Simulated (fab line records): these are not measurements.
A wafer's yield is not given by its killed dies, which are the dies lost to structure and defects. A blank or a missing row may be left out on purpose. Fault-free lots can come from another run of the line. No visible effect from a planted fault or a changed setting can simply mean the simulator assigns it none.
The tool behind it: which one? | flow gf180mcu | 17 wafers from 6 lots sampled at 2 of the route's 602 steps

== WHAT THE GAUGES READ, wafer by wafer ==
GF_V2_OVL_MEAS_15.
lot  | measured     | on         | V2_OVL (nm)
L415 | day 21 03:07 | overlay-01 | 1 7 1
L422 | day 23 16:54 | overlay-01 | -10 -1
L429 | day 26 04:59 | overlay-02 | 5 3 1
L431 | day 26 08:02 | overlay-02 | -4 -1 -3
L433 | day 27 01:14 | overlay-01 | -6 -7 -5
L436 | day 27 18:27 | overlay-02 | -7 -14 -6

== TOOL THAT RAN EACH LOT (tool first, then ch and the chambers of the sampled wafers, then the start) ==
lot  | GF_V1_STRIP_18
L415 | plasma asher-04 ch 0,1, day 18 23:05
L422 | plasma asher-04 ch 0,1, day 21 15:34
L429 | plasma asher-01 ch 0,1, day 24 03:40
L431 | plasma asher-02 ch 0,1, day 24 10:34
L433 | plasma asher-01 ch 0,1, day 25 03:22
L436 | plasma asher-04 ch 0,1, day 25 22:34
- GF_V1_STRIP_18: strips in O2/N2.

== THE ANSWER, worked out from the rows above alone ==
Rule: usual is defined by the lots themselves. Put in order of their means at a reading, lots are off if they are a third of the lots or fewer, leave a main group of 4 or more, and stand apart from it by a gap of 3 or more times the standard deviation of the main group's means; of several such gaps the widest counts. If all means in a main group match to the digits the tables above print for the reading, that group is not used. Also off: a lot with no number at a reading for which 4 or more lots have one. Any other lot the step has rows for is counted as sound.
Across all readings shown, no lot is off: no conclusion can be drawn from this.

== WHAT THE SIMULATOR HAD PUT IN ==
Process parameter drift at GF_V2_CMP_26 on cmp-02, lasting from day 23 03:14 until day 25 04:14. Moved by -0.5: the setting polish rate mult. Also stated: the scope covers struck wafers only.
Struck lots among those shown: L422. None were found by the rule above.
